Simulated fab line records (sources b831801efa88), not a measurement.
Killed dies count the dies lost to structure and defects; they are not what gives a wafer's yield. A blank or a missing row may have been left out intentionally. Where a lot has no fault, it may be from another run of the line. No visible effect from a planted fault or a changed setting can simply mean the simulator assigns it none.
fab line records	flow sky130
record: lots: 7	wafers: 19	lastDay: 49
route steps=708 shown RES_PROTECT@212 POLY_GATE@213 PAD_OPEN@708
lots with no fault: from the same line, run without faults
startH: start of the lot's first displayed wafer, in hours after the record's first day	waitH: hours since the lot's step before	" repeats the value in the row above	L1.1+2: one row covering several wafers at once	- either no value or no given start	* or withheld: withheld	< > ~ a bound
route shown NAME@n: a module of which the file shows steps, and the number in the route of the first	usual: mean and standard deviation over wafers with no fault	same: alike in all rows	chamber/n: place in a boat	sites: readings site by site	_std_site: the values' standard deviation	_edge_site: the outer-site mean with the inner-site mean subtracted	radiusMm: for every site, how far away it sits from the centre of the wafer	mask NAME#n: copy n	behind: the most recent tool/chamber to have shaped the wafer	hold: why the lot went on hold/how many hours it stayed there/how the hold came to an end	device: the n, p or np transistor that did not switch	end of line: tests of these same wafers at the route's end	a step without rows: its recipe alone	killed: dies that structure and defects cost at the first sort, which is not the same as the wafer's yield	map: a wafer's dies, marking killed ones x, the rest . and places with no die _
set.NAME: setting as actually run; set.NAME@STEP: the setting as run at that earlier step	model.NAME: the simulator's own value behind a step, which no gauge read
lots seen at some steps along the route; tables by step, rows by wafer
services: from which hour (startH, from the record's first day; less than 0 if before it) a tool's chamber was out of use, for how many hours, and why
== steps ==
step: SKY_RES_PROTECT_DEVELOP_06
recipe: resist: NOVOLAK	developer: TMAH	developTimeS: 60	devTempC: 23
step: SKY_POLY_GATE_IMPLANT_02
recipe: species: P	energyKev: 30	doseCm2: 7.7e+15	tiltDeg: 0
step: SKY_RES_PROTECT_STRIP_07
recipe: chemistry: O2/N2	powerW: 1400	pressureMtorr: 1500	platenTempC: withheld	o2FlowSccm: 3000	n2FlowSccm: 300	overashFraction: 0.5
usual: drypumpMotorCurrentA: 5.80/0.24	oesProductAu: 0.516/0.0052	stripTimeToEndpointS: 23.32/0.041
lot.wafer	tool	chamber	startH	waitH	drypumpMotorCurrentA	oesProductAu	rfHoursCounterH	stripTimeToEndpointS
L237.1	plasmaAsher-03	1	356.90	0.1	5.32	0.509	70	23.33
L237.2	"	0	"	"	6.11	0.515	70	23.34
L237.5	"	0	"	"	6.11	0.511	-	23.33
L241.4	plasmaAsher-02	0	374.63	0.1	5.83	0.512	-	23.24
L243.1	plasmaAsher-04	1	400.20	0.1	6.07	0.518	59	23.29
L243.3	"	0	"	"	5.73	0.523	-	23.35
L243.6	"	0	"	"	5.76	0.509	-	23.34
L245.2	plasmaAsher-02	1	409.31	0.1	5.78	0.515	27	23.30
L245.3	"	1	"	"	5.76	0.521	-	23.34
L245.6	"	1	"	"	5.78	0.528	-	23.32
L252.2	plasmaAsher-04	1	475.26	0.1	6.03	0.499	64	23.33
L252.4	"	0	"	"	5.77	0.515	-	23.39
L252.5	"	0	"	"	5.76	0.514	-	23.32
L255.2	plasmaAsher-03	0	497.11	0.1	6.03	0.519	85	23.32
L255.3	"	0	"	"	6.04	0.521	-	23.33
L255.4	"	1	"	"	5.33	0.526	-	23.31
L257.1	plasmaAsher-02	0	510.86	0.1	5.86	0.521	37	23.37
L257.3	"	0	"	"	5.88	0.519	-	23.34
L257.5	"	0	"	"	5.88	0.519	-	23.33
step: SKY_RES_PROTECT_TW_MEAS_08
usual: POLY_GATE_TW: 4033/29
lot.wafer	tool	chamber	startH	waitH	POLY_GATE_TW
L237.1	filmMetro-02	-	357.00	0.1	3998
L237.2	"	-	"	"	4000
L237.5	"	-	"	"	3983
L241.4	filmMetro-03	-	374.73	0.1	4032
L243.1	filmMetro-01	-	400.30	0.1	4075
L243.3	"	-	"	"	4080
L243.6	"	-	"	"	4039
L245.2	filmMetro-01	-	409.42	0.1	4055
L245.3	"	-	"	"	4028
L245.6	"	-	"	"	4021
L252.2	filmMetro-03	-	475.37	0.1	4079
L252.4	"	-	"	"	4042
L252.5	"	-	"	"	4085
L255.2	filmMetro-01	-	497.22	0.1	4036
L255.3	"	-	"	"	4031
L255.4	"	-	"	"	4027
L257.1	filmMetro-03	-	510.96	0.1	4044
L257.3	"	-	"	"	4061
L257.5	"	-	"	"	4049
step: SKY_RES_PROTECT_CLEAN_09
recipe: chemistry: SC1/SC2	mix: 1:4:20	tempC: 70	timeS: 150	dry: n2Spin
step: SKY_POLY_GATE_CVD_03
recipe: material: Si3N4	precursor: DCS/NH3	targetThkNm: 75	tempC: 770	timeS: 1290	pressureMtorr: 250
step: SKY_POLY_GATE_THK_MEAS_04
recipe: reads: Si3N4_of_POLY_GATE_CVD_03
usual: POLY_GATE_CVD_03_THK: 75.1/0.63
lot.wafer	tool	chamber	startH	waitH	POLY_GATE_CVD_03_THK[nm]
L237.1	filmMetro-01	-	358.47	0.0	75.6
L237.2	"	-	"	"	75.5
L237.5	"	-	"	"	75.3
L241.4	filmMetro-03	-	377.51	0.0	75.2
L243.1	filmMetro-03	-	403.13	0.0	75.7
L243.3	"	-	"	"	75.9
L243.6	"	-	"	"	75.1
L245.2	filmMetro-01	-	412.81	0.0	74.8
L245.3	"	-	"	"	74.4
L245.6	"	-	"	"	74.5
L252.2	filmMetro-01	-	479.10	0.0	76.4
L252.4	"	-	"	"	76.5
L252.5	"	-	"	"	75.8
L255.2	filmMetro-03	-	498.71	0.0	73.9
L255.3	"	-	"	"	75.0
L255.4	"	-	"	"	74.4
L257.1	filmMetro-03	-	512.43	0.0	76.2
L257.3	"	-	"	"	75.4
L257.5	"	-	"	"	75.5
step: SKY_POLY_GATE_DEHYDRATE_05
recipe: tempC: 200	timeS: 60
step: SKY_POLY_GATE_HMDS_06
recipe: primeTimeS: 60	primeTempC: 120
step: SKY_POLY_GATE_COAT_07
recipe: resist: BARC	tempC: withheld	timeS: withheld	spinRpm: 3000	resistThkNm: 110
step: SKY_POLY_GATE_COAT_08
recipe: resist: KrF-thick	spinRpm: 3000	resistThkNm: 450
step: SKY_POLY_GATE_SOFTBAKE_09
recipe: tempC: 100	timeS: 90	resist: KrF-thick
step: SKY_POLY_GATE_EXPOSE_10
recipe: maskId: P1M	na: 0.68	sourceShape: conventional	sigmaOuter: 0.6	targetCdNm: 150	doseMj: 28
usual: focusOffsetNm: 0.0/0.51	reticleTempC: 22.99/0.1
lot.wafer	tool	chamber	startH	waitH	mask	focusOffsetNm	reticleTempC
L237.1	krfScanner-02	0	372.06	-	P1M#0	0.2	22.95
L237.2	"	0	"	"	P1M#0	0.2	22.84
L237.5	"	0	"	"	P1M#0	-0.2	22.98
L241.4	krfScanner-02	0	391.59	-	P1M#0	-0.4	23.15
L243.1	krfScanner-02	0	418.81	-	P1M#0	-0.1	23.04
L243.3	"	0	"	"	P1M#0	-0.3	22.94
L243.6	"	0	"	"	P1M#0	0.2	23.04
L245.2	krfScanner-02	0	428.75	-	P1M#0	-1.0	23.03
L245.3	"	0	"	"	P1M#0	-1.1	23.05
L245.6	"	0	"	"	P1M#0	-0.9	23.04
L252.2	krfScanner-01	0	494.53	-	P1M#0	-1.0	22.91
L252.4	"	0	"	"	P1M#0	-0.4	23.08
L252.5	"	0	"	"	P1M#0	-0.9	23.10
L255.2	krfScanner-02	0	513.43	-	P1M#0	-0.2	22.82
L255.3	"	0	"	"	P1M#0	0.9	22.80
L255.4	"	0	"	"	P1M#0	0.5	22.96
L257.1	krfScanner-01	0	528.56	-	P1M#0	-0.2	23.04
L257.3	"	0	"	"	P1M#0	-0.4	22.87
L257.5	"	0	"	"	P1M#0	-0.4	23.07
step: SKY_POLY_GATE_PEB_11
recipe: pebTempC: withheld	pebTimeS: withheld	resist: KrF-thick
step: SKY_POLY_GATE_DEVELOP_12
recipe: developTimeS: 60	resist: KrF-thick	devTempC: 21
step: SKY_POLY_GATE_CD_MEAS_13
recipe: targetCdNm: 150
usual: cdNm: 149.7/1.2
lot.wafer	tool	chamber	startH	waitH	hold	cdNm
L237.1	cdSem-02	-	385.84	-	-	148.4
L237.2	"	-	"	"	-	148.9
L237.5	"	-	"	"	-	148.8
L241.4	cdSem-02	-	405.14	-	awaitDispo/0.2h/release	135.3
L241.4	cdSem-02	-	405.56	0.4	-	135.3
L243.1	cdSem-01	-	433.84	-	awaitDispo/0.2h/release	148.3
L243.3	"	-	"	"	awaitDispo/0.2h/release	135.5
L243.6	"	-	"	"	awaitDispo/0.2h/release	148.3
L243.1	cdSem-01	-	434.13	0.3	-	148.6
L243.3	"	-	"	"	-	135.5
L243.6	"	-	"	"	-	148.5
L245.2	cdSem-01	-	443.76	-	awaitDispo/0.2h/release	149.7
L245.3	"	-	"	"	awaitDispo/0.2h/release	136.8
L245.6	"	-	"	"	awaitDispo/0.2h/release	149.3
L245.2	cdSem-01	-	444.05	0.3	-	149.3
L245.3	"	-	"	"	-	136.9
L245.6	"	-	"	"	-	149.4
L252.2	cdSem-02	-	509.75	-	-	151.0
L252.4	"	-	"	"	-	150.8
L252.5	"	-	"	"	-	150.8
L255.2	cdSem-01	-	528.75	-	-	151.8
L255.3	"	-	"	"	-	152.3
L255.4	"	-	"	"	-	151.5
L257.1	cdSem-01	-	542.63	-	-	148.8
L257.3	"	-	"	"	-	148.6
L257.5	"	-	"	"	-	147.7
step: SKY_POLY_GATE_OVL_MEAS_14
usual: POLY_GATE_OVL: 1/5.9
lot.wafer	tool	chamber	startH	waitH	hold	POLY_GATE_OVL[nm]
L237.1	overlay-01	-	385.96	0.1	-	6
L237.2	"	-	"	"	-	1
L237.5	"	-	"	"	-	-8
L241.4	overlay-02	-	412.00	6.4	awaitDispo/6.4h/release	-4
L243.1	overlay-01	-	438.25	4.1	awaitDispo/4.0h/release	-9
L243.3	"	-	"	"	awaitDispo/4.0h/release	-6
L243.6	"	-	"	"	awaitDispo/4.0h/release	-3
L245.2	overlay-01	-	446.90	2.8	awaitDispo/2.8h/release	11
L245.3	"	-	"	"	awaitDispo/2.8h/release	-2
L245.6	"	-	"	"	awaitDispo/2.8h/release	2
L252.2	overlay-01	-	509.86	0.1	-	10
L252.4	"	-	"	"	-	9
L252.5	"	-	"	"	-	-3
L255.2	overlay-02	-	528.86	0.1	-	-4
L255.3	"	-	"	"	-	0
L255.4	"	-	"	"	-	-3
L257.1	overlay-02	-	542.75	0.1	-	4
L257.3	"	-	"	"	-	-4
L257.5	"	-	"	"	-	-9
step: SKY_POLY_GATE_ETCH_15
recipe: chemistry: N2/H2	target: BARC	ionEnergyEv: 200	sourceW: 500	biasW: 100	pressureMtorr: 30	n2FlowSccm: 100	h2FlowSccm: 200	stopOn: SiO2	timeS: 118.5	targetDepthA: 1100
usual: drypumpMotorCurrentA: 5.8/0.34	h2FlowSccm: 199.9/0.57	oesProductAu: 0.717/0.0051	throttleValvePct: 13.211/0.0086
lot.wafer	tool	chamber	startH	waitH	drypumpMotorCurrentA	h2FlowSccm	oesProductAu	rfHoursCounterH	throttleValvePct	model.POLY_GATE.cdNm
L237.1	rieDiel-03	1	386.00	0.0	5.2	199.8	0.718	1	13.211	146.5
L237.2	"	2	"	"	6.2	200.3	0.705	7	13.198	147.7
L237.5	"	2	"	"	6.2	199.3	0.712	-	13.196	147.2
L241.4	rieDiel-02	0	412.02	0.0	6.0	199.6	0.714	95	13.220	139.6
L243.1	rieDiel-03	3	438.28	0.0	5.7	199.7	0.722	6	13.208	148.4
L243.3	"	0	"	"	6.4	199.6	0.721	7	13.203	134.9
L243.6	"	1	"	"	5.2	199.0	0.713	-	13.211	147.2
L245.2	rieDiel-02	2	446.93	0.0	5.4	200.4	0.711	9	13.212	150.3
L245.3	"	1	"	"	5.9	200.1	0.718	38	13.219	136
L245.6	"	2	"	"	5.4	200.9	0.718	-	13.223	149.2
L252.2	rieDiel-01	3	509.89	0.0	5.9	198.5	0.720	1	13.215	153.3
L252.4	"	2	"	"	5.7	199.1	0.714	33	13.197	150.1
L252.5	"	1	"	"	5.4	200.3	0.724	-	13.221	149.8
L255.2	rieDiel-03	3	528.89	0.0	5.7	199.5	0.713	7	13.203	153.1
L255.3	"	1	"	"	5.2	199.9	0.717	5	13.211	151.6
L255.4	"	0	"	"	6.4	199.8	0.721	8	13.205	150.6
L257.1	rieDiel-03	0	542.79	0.0	6.4	199.9	0.719	9	13.196	146.8
L257.3	"	1	"	"	5.2	199.9	0.715	5	13.215	145.9
L257.5	"	2	"	"	6.2	200.5	0.717	-	13.217	146.9
step: SKY_POLY_GATE_ETCH_16
recipe: stopOn: poly-Si	chemistry: CH3F/O2	target: Si3N4	sourceW: 400	biasW: 80	pressureMtorr: 25	ch3fFlowSccm: 40	O2_flow_sccm: 30	timeS: 147.5	targetDepthA: 750
usual: drypumpMotorCurrentA: 5.8/0.35	oesProductAu: 0.640/0.0047	throttleValvePct: 10.536/0.0093
lot.wafer	tool	chamber	startH	waitH	drypumpMotorCurrentA	oesProductAu	rfHoursCounterH	throttleValvePct
L237.1	rieDiel-03	1	386.08	0.0	5.2	0.640	1	10.531
L237.2	"	2	"	"	6.3	0.646	7	10.532
L237.5	"	2	"	"	6.2	0.639	-	10.536
L241.4	rieDiel-02	0	412.10	0.0	6.0	0.642	95	10.535
L243.1	rieDiel-03	3	438.36	0.0	5.8	0.640	6	10.550
L243.3	"	0	"	"	6.4	0.629	7	10.544
L243.6	"	1	"	"	5.2	0.638	-	10.521
L245.2	rieDiel-02	2	447.02	0.0	5.4	0.635	9	10.555
L245.3	"	1	"	"	5.9	0.635	38	10.543
L245.6	"	2	"	"	5.4	0.638	-	10.523
L252.2	rieDiel-01	3	509.97	0.0	5.9	0.640	1	10.539
L252.4	"	2	"	"	5.7	0.649	33	10.543
L252.5	"	1	"	"	5.4	0.639	-	10.537
L255.2	rieDiel-03	3	528.97	0.0	5.7	0.632	7	10.548
L255.3	"	1	"	"	5.2	0.640	5	10.538
L255.4	"	0	"	"	6.4	0.642	8	10.541
L257.1	rieDiel-03	0	542.87	0.0	6.4	0.644	9	10.544
L257.3	"	1	"	"	5.2	0.645	5	10.526
L257.5	"	2	"	"	6.2	0.644	-	10.544
step: SKY_POLY_GATE_ETCH_17
recipe: targetDepthNm: 180	stopOn: SiO2	overEtchFrac: 0.56667	chemistry: HBr/Cl2	target: poly-Si	icpW: 400	biasW: 100	pressureMtorr: 10	HBr_flow_sccm: 150	Cl2_flow_sccm: 50	timeS: 70.5
usual: drypumpMotorCurrentA: 5.8/0.48	oesProductAu: 0.986/0.0071	throttleValvePct: 33.684/0.0084
lot.wafer	tool	chamber	startH	waitH	drypumpMotorCurrentA	oesProductAu	rfHoursCounterH	throttleValvePct	model.POLY_GATE.cdNm
L237.1	rieSi-02	3	386.18	0.0	4.7	0.983	2	33.688	145.3
L237.2	"	0	"	"	6.0	0.983	68	33.686	147.9
L237.5	"	1	"	"	5.8	0.988	-	33.683	147.4
L241.4	rieSi-02	1	412.20	0.0	5.8	0.983	7	33.679	139
L243.1	rieSi-01	0	438.46	0.0	5.5	0.979	1	33.677	146.8
L243.3	"	1	"	"	6.1	0.991	1	33.676	136.7
L243.6	"	1	"	"	6.1	0.982	-	33.699	147.5
L245.2	rieSi-02	2	447.12	0.0	6.4	0.990	5	33.685	150.2
L245.3	"	3	"	"	4.7	0.992	2	33.697	135.8
L245.6	"	2	"	"	6.4	1.000	-	33.679	148.4
L252.2	rieSi-02	0	510.07	0.0	6.0	1.006	0	33.698	154.6
L252.4	"	2	"	"	6.4	0.992	5	33.665	150.6
L252.5	"	2	"	"	6.4	0.998	-	33.689	150.1
L255.2	rieSi-02	0	529.07	0.0	6.0	0.992	0	33.692	154.2
L255.3	"	1	"	"	5.8	0.992	8	33.689	152.5
L255.4	"	2	"	"	6.4	0.990	5	33.678	150.5
L257.1	rieSi-02	2	542.97	0.0	6.4	0.982	5	33.693	146.7
L257.3	"	1	"	"	5.8	0.980	8	33.688	146.4
L257.5	"	2	"	"	6.4	0.990	-	33.675	146.7
step: SKY_POLY_GATE_STRIP_18
recipe: chemistry: O2/N2	powerW: 1400	pressureMtorr: 1500	platenTempC: withheld	o2FlowSccm: 3000	n2FlowSccm: 300	overashFraction: 0.5
usual: drypumpMotorCurrentA: 5.88/0.25	oesProductAu: 0.361/0.0045	stripTimeToEndpointS: 3.170/0.03
lot.wafer	tool	chamber	startH	waitH	drypumpMotorCurrentA	oesProductAu	rfHoursCounterH	stripTimeToEndpointS
L237.1	plasmaAsher-02	0	386.23	0.0	5.87	0.361	25	3.158
L237.2	"	1	"	"	5.76	0.359	25	3.199
L237.5	"	0	"	"	5.86	0.361	-	3.183
L241.4	plasmaAsher-01	0	412.29	0.1	5.89	0.361	-	3.182
L243.1	plasmaAsher-03	0	438.52	0.0	6.06	0.370	79	3.175
L243.3	"	0	"	"	6.08	0.361	-	3.119
L243.6	"	1	"	"	5.31	0.359	-	3.154
L245.2	plasmaAsher-02	1	447.17	0.0	5.75	0.357	30	3.106
L245.3	"	0	"	"	5.85	0.365	-	3.172
L245.6	"	0	"	"	5.84	0.364	-	3.135
L252.2	plasmaAsher-02	1	510.13	0.0	5.77	0.363	37	3.191
L252.4	"	1	"	"	5.74	0.357	-	3.199
L252.5	"	1	"	"	5.76	0.358	-	3.215
L255.2	plasmaAsher-01	0	529.13	0.0	5.91	0.356	10	3.167
L255.3	"	1	"	"	6.21	0.358	-	3.197
L255.4	"	0	"	"	5.91	0.361	-	3.108
L257.1	plasmaAsher-03	0	543.03	0.0	6.04	0.365	90	3.125
L257.3	"	0	"	"	6.05	0.351	-	3.163
L257.5	"	0	"	"	6.03	0.357	-	3.182
step: SKY_PAD_OPEN_PROBE_99
usual: killed_at_M0_to_M3: 43/7.3	killed_at_M4_up: 3.1/1.7	killedAtContacts: 25/5.3	killedAtFrontEnd: 15/4.3	killedAtOther: 0.2/0.54	killedDies: 87/10	killedOpen: 48/7.6	killedShort: 38/6.1
same: grossDies: 492	killedAtBackSide: 0
lot.wafer	tool	chamber	startH	waitH	killed_at_M0_to_M3	killed_at_M4_up	killedAtContacts	killedAtFrontEnd	killedAtOther	killedDies	killedOpen	killedShort	model.etest.pfet_01v8.rOnOhmUm	model.etest.pfetG5v0d10v5.rOnOhmUm	model.etest.resPoly.lineOhmUm	model.etest.nfet_01v8.rOnOhmUm	model.etest.nfetG5v0d10v5.rOnOhmUm	model.etest.sonosUncharged.rOnOhmUm	model.etest.nfet_01v8_lvt.driveUaUm	model.etest.resHighPo.lineOhmUm
L237.1	prober-02	-	1088.83	0.1	42	6	28	15	0	91	43	48	2688	4680	534.4	783	1858	794.1	612.5	745.9
L237.2	prober-02	-	1088.88	0.1	45	2	23	13	0	83	47	36	2762	4770	526.3	803.5	1898	799.5	609.3	774.9
L237.5	prober-02	-	1089.03	0.2	51	2	17	18	0	88	53	35	2738	4731	528.6	784.5	1874	811.9	609.4	765.5
L241.4	prober-02	-	1106.51	0.2	41	2	21	20	0	84	47	37	2772	4671	573.6	796.2	1834	774.7	587.6	756.9
L243.1	prober-02	-	1122.53	0.1	47	3	26	6	0	82	49	33	2833	4799	527.9	811.2	1881	812.4	600.1	745.2
L243.3	prober-02	-	1122.63	0.2	47	2	19	23	0	91	47	40	2706	4773	597.5	772.9	1868	786.4	627.5	764.3
L243.6	prober-02	-	1122.78	0.2	50	2	28	20	0	100	51	49	2858	4889	543.1	811.6	1924	811.2	592.6	758
L245.2	prober-01	-	1127.15	0.1	28	5	17	10	0	60	34	26	2960	4876	524.5	856.9	1905	806.6	565	771.5
L245.3	prober-01	-	1127.20	0.2	40	2	24	11	2	79	39	40	2690	4631	606.3	777	1839	764.4	607.1	784.2
L245.6	prober-01	-	1127.35	0.2	60	3	20	14	1	98	53	45	2941	4796	532	832.6	1881	807.2	580.9	751.8
L252.2	prober-02	-	1171.72	0.1	36	4	22	17	0	79	49	30	2987	4788	483.8	849.9	1897	817.8	570.3	714.1
L252.4	prober-02	-	1171.82	0.2	52	3	21	18	0	94	46	48	2961	4818	496.5	850	1894	810.1	564.4	724.4
L252.5	prober-02	-	1171.87	0.2	38	2	29	15	0	84	52	32	2863	4716	516.4	840.5	1864	803.3	569	747.4
L255.2	prober-02	-	1177.68	0.1	45	5	28	10	1	89	45	44	2971	4864	498	873.4	1907	820.9	550	737.2
L255.3	prober-02	-	1177.73	0.2	45	3	24	20	1	93	50	43	2939	4822	500.9	850.2	1910	836.4	558.9	724.2
L255.4	prober-02	-	1177.78	0.2	41	4	27	14	1	87	47	40	2840	4730	504.6	837.4	1873	812.4	568.4	745
L257.1	prober-02	-	1187.13	0.1	42	3	20	22	1	88	56	32	2803	4734	515.6	836	1861	813.3	569.4	726.6
L257.3	prober-02	-	1187.23	0.2	44	7	20	24	0	95	45	49	2839	4677	530.9	829.1	1844	815.1	569.2	757.7
L257.5	prober-02	-	1187.33	0.2	38	6	22	14	0	80	51	29	2781	4673	513.8	839.2	1855	805.3	564.5	721
killed by level:class
L237.1 CONTACT:geometricParticle:open=11 METAL1:geometricParticle:short=8 VIA1:geometricParticle:open=7 FIELD_ISO:geometricParticle:short=6 LI_CONTACT:geometricParticle:open=6 METAL2:geometricParticle:short=6 LOCAL_INTERCONNECT:geometricParticle:short=5 CONTACT:geometricParticle:short=5
L237.2 CONTACT:geometricParticle:open=9 VIA1:geometricParticle:open=9 VIA3:geometricParticle:open=7 FIELD_ISO:geometricParticle:short=6 VIA2:geometricParticle:open=6 METAL2:geometricParticle:short=6 METAL1:geometricParticle:short=5 POLY_GATE:geometricParticle:open=4
L237.5 VIA1:geometricParticle:open=11 CONTACT:geometricParticle:open=10 VIA2:geometricParticle:open=9 VIA3:geometricParticle:open=8 METAL1:geometricParticle:short=7 METAL2:geometricParticle:short=5 POLY_GATE:geometricParticle:open=4 POLY_GATE:geometricParticle:short=4
L241.4 VIA1:geometricParticle:open=9 LI_CONTACT:geometricParticle:open=7 METAL1:geometricParticle:short=7 VIA2:geometricParticle:open=7 FIELD_ISO:geometricParticle:short=6 POLY_GATE:geometricParticle:open=4 CONTACT:geometricParticle:open=4 CONTACT:geometricParticle:short=4
L243.1 CONTACT:geometricParticle:open=11 VIA3:geometricParticle:open=11 VIA1:geometricParticle:open=9 VIA2:geometricParticle:open=7 CONTACT:geometricParticle:short=5 METAL1:geometricParticle:short=5 LI_CONTACT:geometricParticle:open=4 LOCAL_INTERCONNECT:geometricParticle:short=4
L243.3 VIA1:geometricParticle:open=10 METAL1:geometricParticle:short=8 CONTACT:geometricParticle:open=7 FIELD_ISO:geometricParticle:short=6 FIELD_ISO:geometricParticle:open=6 VIA2:geometricParticle:open=6 LI_CONTACT:geometricParticle:short=5 VIA3:geometricParticle:open=4
L243.6 VIA1:geometricParticle:open=14 LI_CONTACT:geometricParticle:open=8 CONTACT:geometricParticle:open=8 VIA3:geometricParticle:open=7 VIA1:geometricParticle:short=6 FIELD_ISO:geometricParticle:short=5 METAL1:geometricParticle:short=5 CONTACT:geometricParticle:short=5
L245.2 VIA1:geometricParticle:open=9 CONTACT:geometricParticle:open=7 POLY_GATE:geometricParticle:open=4 METAL2:geometricParticle:short=4 LI_CONTACT:geometricParticle:open=3 LOCAL_INTERCONNECT:geometricParticle:open=3 METAL1:geometricParticle:short=3 VIA3:geometricParticle:open=3
L245.3 VIA1:geometricParticle:open=9 LOCAL_INTERCONNECT:geometricParticle:short=7 LI_CONTACT:geometricParticle:open=5 VIA3:geometricParticle:open=5 VIA3:geometricParticle:short=5 VIA2:geometricParticle:open=5 FIELD_ISO:geometricParticle:open=4 FIELD_ISO:geometricParticle:short=4
L245.6 VIA2:geometricParticle:open=12 METAL2:geometricParticle:short=11 VIA1:geometricParticle:open=10 VIA3:geometricParticle:open=7 CONTACT:geometricParticle:open=7 VIA1:geometricParticle:short=7 LI_CONTACT:geometricParticle:open=6 FIELD_ISO:geometricParticle:short=5
L252.2 VIA1:geometricParticle:open=11 LI_CONTACT:geometricParticle:open=9 CONTACT:geometricParticle:open=8 POLY_GATE:geometricParticle:short=6 METAL1:geometricParticle:short=6 FIELD_ISO:geometricParticle:open=5 VIA1:geometricParticle:short=4 VIA3:geometricParticle:open=4
L252.4 VIA1:geometricParticle:open=13 METAL1:geometricParticle:short=11 POLY_GATE:geometricParticle:short=8 CONTACT:geometricParticle:open=8 METAL2:geometricParticle:short=8 LI_CONTACT:geometricParticle:open=7 FIELD_ISO:geometricParticle:short=5 VIA1:geometricParticle:short=5
L252.5 CONTACT:geometricParticle:open=11 LI_CONTACT:geometricParticle:open=7 VIA2:geometricParticle:open=7 VIA1:geometricParticle:open=7 VIA1:geometricParticle:short=6 METAL1:geometricParticle:short=6 FIELD_ISO:geometricParticle:open=5 CONTACT:geometricParticle:short=4
L255.2 VIA1:geometricParticle:open=10 CONTACT:geometricParticle:open=9 LI_CONTACT:geometricParticle:open=8 VIA1:geometricParticle:short=8 VIA2:geometricParticle:open=6 METAL4:geometricParticle:short=5 METAL2:geometricParticle:short=5 VIA3:geometricParticle:open=5
L255.3 VIA2:geometricParticle:open=9 VIA1:geometricParticle:open=7 CONTACT:geometricParticle:open=7 FIELD_ISO:geometricParticle:short=6 FIELD_ISO:geometricParticle:open=5 VIA3:geometricParticle:open=5 CONTACT:geometricParticle:short=5 METAL2:geometricParticle:open=5
L255.4 VIA1:geometricParticle:open=11 LI_CONTACT:geometricParticle:open=9 LOCAL_INTERCONNECT:geometricParticle:short=6 CONTACT:geometricParticle:open=6 VIA1:geometricParticle:short=6 VIA3:geometricParticle:open=6 FIELD_ISO:geometricParticle:short=4 POLY_GATE:geometricParticle:open=4
L257.1 VIA1:geometricParticle:open=12 FIELD_ISO:geometricParticle:open=10 CONTACT:geometricParticle:open=8 FIELD_ISO:geometricParticle:short=6 LI_CONTACT:geometricParticle:open=5 VIA1:geometricParticle:short=4 METAL1:geometricParticle:short=4 VIA2:geometricParticle:open=4
L257.3 VIA1:geometricParticle:open=16 FIELD_ISO:geometricParticle:short=9 CONTACT:geometricParticle:open=7 METAL1:geometricParticle:short=6 FIELD_ISO:geometricParticle:open=5 LI_CONTACT:geometricParticle:open=5 VIA1:geometricParticle:short=5 CONTACT:geometricParticle:short=4
L257.5 CONTACT:geometricParticle:open=10 FIELD_ISO:geometricParticle:open=8 VIA1:geometricParticle:open=8 VIA3:geometricParticle:open=7 LI_CONTACT:geometricParticle:open=6 METAL2:geometricParticle:short=6 METAL1:geometricParticle:short=6 VIA2:geometricParticle:open=5
== services ==
tool	chamber	startH	hours	kind
rieDiel-01	0	334.23	2.6	repair
rieDiel-01	-	341.01	0.6	repair
krfScanner-02	-	341.73	18.6	repair
krfScanner-02	-	360.36	0.8	pm
krfScanner-01	-	362.01	0.8	pm
plasmaAsher-04	-	365.22	0.6	repair
rieDiel-03	-	366.19	0.1	repair
rieDiel-02	3	380.74	3.9	repair
rieSi-02	2	382.23	4.8	repair
krfScanner-02	-	386.52	1.0	pm
krfScanner-02	-	395.74	1.1	repair
rieDiel-03	-	404.20	1.1	repair
rieDiel-03	2	407.00	14.4	repair
plasmaAsher-02	-	427.56	5.8	repair
rieDiel-02	3	438.89	5.9	repair
rieDiel-02	-	439.11	0.1	repair
krfScanner-02	-	445.44	1.8	repair
rieDiel-03	2	454.59	2.4	repair
rieDiel-02	0	471.89	2.7	repair
krfScanner-02	-	473.71	1.3	pm
rieDiel-03	-	502.10	0.3	repair
rieSi-02	0	510.77	4.4	repair
krfScanner-02	-	517.67	0.8	pm
plasmaAsher-02	-	527.09	2.8	pm
== key ==
firstSign: step: SKY_POLY_GATE_CD_MEAS_13	reading: visit	direction: added
effect: step: SKY_POLY_GATE_CD_MEAS_13	reading: cdNm	direction: down	sigmas: 12	usual: 149.7	struck: 135.8
modelEffect: step: SKY_POLY_GATE_ETCH_15	value: POLY_GATE.cdNm	without: 150.1	struck: 136.8
modelEffect: step: SKY_POLY_GATE_ETCH_17	value: POLY_GATE.cdNm	without: 150.3	struck: 137.2
modelEffect: step: SKY_PAD_OPEN_PROBE_99	value: etest.pfet_01v8.rOnOhmUm	without: 2918	struck: 2723
metAt SKY_POLY_GATE_EXPOSE_10
struckWafers L241.4,L243.3,L245.3
testerLeftOut L241,L243,L245
onsetBetween 372.06 391.59
fault: kind: processParameterDrift	tool: krfScanner-02	chamber: -	onsetH: 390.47	steps: SKY_POLY_GATE_EXPOSE_10	channel: focusNm	offset: 166.8	shape: step	endH: 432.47	scope: struckWafersOnly
testerLeftOut: of these lots the tester's yield and bins aren't shown, on N5 and GAA mostly nor the transistor test; their killed dies are dies lost to structure and defects alone, not to doping, threshold or leakage, so they don't give the yield
